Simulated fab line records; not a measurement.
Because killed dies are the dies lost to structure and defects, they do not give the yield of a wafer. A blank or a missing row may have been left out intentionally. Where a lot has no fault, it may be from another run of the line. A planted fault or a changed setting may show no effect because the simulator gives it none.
Which of the tools did it? | flow gf180mcu | 15 lots with 45 wafers sampled at 4 steps, on a route of 602 steps

== WHAT THE GAUGES SHOWED, per wafer ==
GF_MVPSD_OVL_MEAS_07.
lot  | measured     | on         | MVPSD_OVL (nm)
L146 | day 4 23:10  | overlay-01 | -0.1 2.4 0.4
L147 | day 5 06:13  | overlay-01 | 0.2 0.2 -0.5
L148 | day 5 08:49  | overlay-02 | -0.8 -1.4 -0.3
L149 | day 5 19:13  | overlay-01 | 1.4 0.2 -0.2
L151 | day 6 09:49  | overlay-01 | -0.2 -0.8 1.1
L150 | day 6 11:46  | overlay-01 | 0.5 2.0 1.8
L152 | day 6 14:36  | overlay-01 | -0.8 -1.1 0.4
L153 | day 6 19:31  | overlay-02 | -1.4 -1.5 -0.6
L154 | day 7 05:04  | overlay-02 | 2.2 1.1 1.0
L155 | day 7 09:22  | overlay-01 | -1.9 -1.1 -0.3
L156 | day 7 12:13  | overlay-02 | -0.6 -1.8 -2.0
L163 | day 9 05:46  | overlay-02 | 0.2 0.9 0.9
L164 | day 9 11:21  | overlay-02 | 1.2 1.4 -1.0
L165 | day 9 16:31  | overlay-02 | 0.0 0.1 0.7
L168 | day 10 11:19 | overlay-01 | 1.8 2.3 3.0

GF_VT_IMPLANT_TW_MEAS_43.
lot  | measured     | on            | VT_IMPLANT_4_TW
L146 | day 7 10:00  | film_metro-04 | 688 692 687
L147 | day 7 18:15  | film_metro-04 | 688 688 688
L148 | day 7 21:28  | film_metro-04 | 693 688 690
L149 | day 8 09:06  | film_metro-02 | 681 685 685
L151 | day 9 01:32  | film_metro-02 | 685 684 685
L150 | day 9 02:37  | film_metro-03 | 689 692 695
L152 | day 9 08:02  | film_metro-02 | 686 688 685
L153 | day 9 13:23  | film_metro-03 | 693 691 690
L154 | day 10 00:35 | film_metro-04 | 691 691 689
L155 | day 10 03:54 | film_metro-03 | 689 688 686
L156 | day 10 08:24 | film_metro-02 | 686 684 687
L163 | day 12 04:48 | film_metro-04 | 690 688 686
L164 | day 12 11:23 | film_metro-04 | 689 688 687
L165 | day 12 17:56 | film_metro-02 | 683 683 682
L168 | day 13 13:00 | film_metro-03 | 686 690 689

GF_POLY_GATE_CD_MEAS_10: target cd 280 nm.
lot  | measured     | on        | cd_nm (nm)
L146 | day 8 23:44  | cd_sem-01 | 280.8 280.6 279.9
L147 | day 9 09:21  | cd_sem-01 | 278.9 280.6 278.4
L148 | day 9 11:57  | cd_sem-02 | 277.0 278.5 278.2
L149 | day 10 01:55 | cd_sem-01 | 281.7 281.3 281.7
L151 | day 10 18:22 | cd_sem-02 | 280.0 280.3 280.1
L150 | day 10 20:19 | cd_sem-02 | 280.7 279.8 279.9
L152 | day 11 01:49 | cd_sem-02 | 280.7 280.8 280.9
L153 | day 11 07:19 | cd_sem-02 | 280.1 280.4 281.7
L154 | day 11 21:34 | cd_sem-02 | 278.4 279.5 279.5
L155 | day 12 03:52 | cd_sem-02 | 279.1 280.6 280.2
L156 | day 12 11:49 | cd_sem-01 | 281.0 281.1 280.9
L163 | day 14 07:04 | cd_sem-02 | 279.5 280.4 280.8
L164 | day 14 14:33 | cd_sem-02 | 280.1 279.5 279.6
L165 | day 14 19:45 | cd_sem-02 | 279.8 278.7 280.0
L168 | day 15 11:37 | cd_sem-02 | 279.2 280.4 280.0

== WHAT TOOL EACH LOT RAN ON (gives the tool, then ch and the chambers of the sampled wafers, and finally the start) ==
lot  | GF_DUAL_GATE_SOFTBAKE_07
L146 | litho_track-02 ch 0, day 7 20:04
L147 | litho_track-03 ch 0, day 8 04:06
L148 | litho_track-02 ch 0, day 8 07:41
L149 | litho_track-04 ch 0, day 8 19:17
L151 | litho_track-03 ch 0, day 9 12:06
L150 | litho_track-02 ch 0, day 9 13:23
L152 | litho_track-03 ch 0, day 9 18:51
L153 | litho_track-03 ch 0, day 10 00:33
L154 | litho_track-02 ch 0, day 10 11:20
L155 | litho_track-02 ch 0, day 10 16:16
L156 | litho_track-02 ch 0, day 10 22:55
L163 | litho_track-02 ch 0, day 12 16:37
L164 | litho_track-02 ch 0, day 13 05:56
L165 | litho_track-02 ch 0, day 13 10:32
L168 | litho_track-03 ch 0, day 14 01:56
- GF_DUAL_GATE_SOFTBAKE_07: time 60 s.

== AS READ BY THE TOOLS THEMSELVES (means over the sampled wafers that have a number; for cases with no such wafer, the mark the record gives instead) ==
GF_DUAL_GATE_SOFTBAKE_07.
lot  | tool           | heater_power_total_W (W) | run_length_s (s)
L146 | litho_track-02 | 56.63                    | 89.09
L147 | litho_track-03 | 56.60                    | 89.32
L148 | litho_track-02 | 56.60                    | 89.06
L149 | litho_track-04 | 56.61                    | 89.59
L151 | litho_track-03 | 56.63                    | 89.32
L150 | litho_track-02 | 56.60                    | 89.05
L152 | litho_track-03 | 56.60                    | 89.29
L153 | litho_track-03 | 56.61                    | 89.30
L154 | litho_track-02 | 56.62                    | 89.19
L155 | litho_track-02 | 56.62                    | 89.10
L156 | litho_track-02 | 56.63                    | 89.11
L163 | litho_track-02 | 57.55                    | 86.46
L164 | litho_track-02 | 57.62                    | 86.48
L165 | litho_track-02 | 57.54                    | 86.35
L168 | litho_track-03 | 56.59                    | 89.27

== THE ANSWER, worked out from the rows above alone ==
Rule: the lots themselves supply what counts as usual. The widest of any qualifying gaps counts: lots, ordered by their means at a reading, are off when they make up no more than a third of the lots, leave a main group of 4 or more, and stand apart from it by 3 or more times the standard deviation of that group's means. A main group whose means are all the same, to the digits that the tables above print for the reading, isn't used. A lot without any number at a reading at which 4 lots or more have one is off too. The other lots that the step has rows for count as sound. The gauges are gone through in route order, then the tools' own readings, and for those a lot's mean is taken as printed above. The first step at which some lot is off is used, and at that step the reading that is off furthest; a lot without a number counts as furthest.
Off: L163, L164, L165 (GF_DUAL_GATE_SOFTBAKE_07, heater_power_total_W). For the main group the mean is 56.61 W and the standard deviation 0.013.
A tool fits if, at that step or a process step before it, it ran every lot that is off, and no sound lot after the first of them. One fits: litho_track-02 at GF_DUAL_GATE_SOFTBAKE_07. Its last sound lot is L156 (day 10 22:55), its first lot that is off L163 (day 12 16:37): a fault that began between those two fits.
The tool's own readings at GF_DUAL_GATE_SOFTBAKE_07 bear it out: on the lots that are off they differ by more than 5 times the standard deviation of the sound lots' means. heater_power_total_W reads 57.57 W there against 56.61 W on the sound lots; run_length_s reads 86.43 s there against 89.22 s on the sound lots.

== WHAT THE SIMULATOR HAD PUT IN ==
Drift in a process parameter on litho_track-02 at GF_DUAL_GATE_SOFTBAKE_07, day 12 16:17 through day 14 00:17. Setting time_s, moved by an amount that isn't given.
Lots struck among those shown: L163, L164, L165. This agrees with what the rule above found.
